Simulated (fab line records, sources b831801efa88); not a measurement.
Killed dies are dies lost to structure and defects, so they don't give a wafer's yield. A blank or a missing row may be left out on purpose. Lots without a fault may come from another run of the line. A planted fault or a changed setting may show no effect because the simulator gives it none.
Chamber matching | flow gf180mcu | GF_V5_CMP_04 on cmp-02: 4 sister chambers
The step polishes SiO2. 8 wafers are shown with their chamber, then 12 later ones without.

WAFERS WITH THEIR CHAMBER
wafer  | chamber | motor_current_A (A) | edge_zone_pressure_frac
L092.5 | 2       | 12.0                | 1.000
L092.6 | 3       | 12.3                | 1.001
L093.1 | 0       | 11.0                | 1.010
L093.3 | 1       | 11.2                | 1.008
L093.6 | 1       | 11.5                | 1.001
L093.2 | 3       | 12.5                | 0.996
L093.4 | 2       | 12.0                | 1.002
L093.5 | 0       | 11.4                | 1.003

WAFERS WITHOUT THEIR CHAMBER
wafer  | motor_current_A (A) | edge_zone_pressure_frac
L095.1 | 11.4                | 0.997
L095.4 | 12.2                | 0.992
L095.5 | 12.1                | 0.990
L095.2 | 11.1                | 0.998
L095.3 | 13.2                | 0.998
L095.6 | 12.8                | 1.002
L096.2 | 10.9                | 1.003
L096.3 | 11.8                | 0.989
L096.6 | 11.4                | 1.010
L096.1 | 12.1                | 0.997
L096.4 | 11.5                | 1.000
L096.5 | 12.1                | 0.987

WHICH CHAMBER EACH WENT THROUGH
wafer  | from the rows above          | in truth
L095.1 | can't be placed: 1 or 0 or 2 | 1
L095.4 | can't be placed: 3 or 2      | 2
L095.5 | can't be placed: 3 or 2      | 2
L095.2 | can't be placed: 1 or 0      | 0
L095.3 | 3                            | 3
L095.6 | can't be placed: 3 or 2      | 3
L096.2 | can't be placed: 0 or 1      | 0
L096.3 | can't be placed: 2 or 3 or 1 | 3
L096.6 | can't be placed: 0 or 1      | 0
L096.1 | can't be placed: 2 or 3      | 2
L096.4 | can't be placed: 1 or 0 or 2 | 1
L096.5 | can't be placed: 3 or 2      | 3
Placed correctly: 1 of 12. Can't be placed from these rows: 11 (the true chamber is among the candidates in 11). Placed wrongly: 0.
How it was worked out, from the rows above alone: a wafer's distance from a chamber is the root of the sum, over the readings, of the square of ((its reading less the chamber's mean) divided by the reading's scatter). The wafer belongs to the nearest chamber; if the next one is less than 2 further off, it can't be placed. A chamber's mean is the mean of its shown wafers. The scatter: the root of (the sum of the squares of (reading less its chamber's mean) over the shown wafers, divided by (wafers less chambers)).
